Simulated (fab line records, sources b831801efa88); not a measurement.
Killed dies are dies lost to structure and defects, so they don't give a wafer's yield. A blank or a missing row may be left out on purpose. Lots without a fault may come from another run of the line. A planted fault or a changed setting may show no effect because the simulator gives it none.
A struck lot beside a sound one | flow sky130 | 18 steps out of a route of 708
Sound: wafers L382.1, L382.2, L382.4. Struck: wafers L387.1, L387.4, L387.6. The cause comes at the end.
At each step with rows: each side's tool, then ch and its chambers, then its first start. Under that, the readings that differ: sound wafers | struck wafers | difference of the means | sigmas: that difference in standard deviations of wafers without a fault.
alike: readings whose means differ by less than 2 such deviations, and words and numbers that are the same on both sides. not compared: withheld readings, readings that some wafer has no value for, bounds like >300 that may hide the same value, and numbers for which the record gives no deviation and whose values overlap.
The two part at a step that has a row with sigmas, a row that says differs or no value, or rows on one side only. Numbers that don't overlap but have no deviation are shown without sigmas and don't part them. A reading that every wafer of one side lacks parts them only if that side has two wafers or more.

first, 6 steps without rows for these wafers: SKY_RES_XHIGH_COAT_02 (resist thk 1140 nm); SKY_RES_XHIGH_SOFTBAKE_03 (time 60 s); SKY_RES_XHIGH_EXPOSE_04 (exposes mask URPM, target cd 1270 nm); SKY_RES_XHIGH_PEB_05; SKY_RES_XHIGH_DEVELOP_06 (develop time 60 s); SKY_RES_XHIGH_IMPLANT_07.
SKY_RES_XHIGH_STRIP_08: strips in O2/N2.
  sound on plasma_asher-02 ch 0,1, day 28 11:39; struck on plasma_asher-04 ch 0, day 30 05:56
  alike: drypump_motor_current_A, oes_product_au, strip_time_to_endpoint_s
  not compared: rf_hours_counter_h
SKY_RES_XHIGH_TW_MEAS_09:
  sound on film_metro-02, day 28 11:45; struck on film_metro-03, day 30 06:02
  alike: RES_XHIGH_TW
then, 4 steps without rows for these wafers: SKY_SD_N_DEHYDRATE_00 (time 60 s); SKY_SD_N_HMDS_01 (prime time 60 s); SKY_SD_N_COAT_02 (resist thk 1140 nm); SKY_SD_N_SOFTBAKE_03 (time 60 s).
SKY_SD_N_EXPOSE_04: exposes mask NSDM, target cd 380 nm.
  sound on iline_stepper-02 ch 0, day 29 01:50; struck on iline_stepper-02 ch 0, day 30 19:21
  reading                      | sound                      | struck               | difference | sigmas
  model.SD_N.overlay_x_nm (nm) | -0.07256 -0.07256 -0.07256 | -82.18 -82.18 -82.18 | -82.11     |
  alike: mask
then, 2 steps without rows for these wafers: SKY_SD_N_PEB_05; SKY_SD_N_DEVELOP_06 (develop time 60 s).
SKY_SD_N_CD_MEAS_07: target cd 380 nm.
  sound on cd_sem-02, day 29 15:26; struck on cd_sem-02, day 31 09:06
  alike: cd_nm
SKY_SD_N_OVL_MEAS_08:
  sound on overlay-02, day 29 15:33; struck on overlay-02, day 31 09:26
  reading       | sound       | struck            | difference | sigmas
  SD_N_OVL (nm) | 0.3 1.8 0.0 | -82.3 -81.8 -81.2 | -82.5      | -63
  not compared: hold
then, 1 step without rows for these wafers: SKY_PAD_OPEN_PROBE_99.

WHERE THEY PART
Only at SKY_SD_N_OVL_MEAS_08, within this record.

WHY: what the simulator had put in
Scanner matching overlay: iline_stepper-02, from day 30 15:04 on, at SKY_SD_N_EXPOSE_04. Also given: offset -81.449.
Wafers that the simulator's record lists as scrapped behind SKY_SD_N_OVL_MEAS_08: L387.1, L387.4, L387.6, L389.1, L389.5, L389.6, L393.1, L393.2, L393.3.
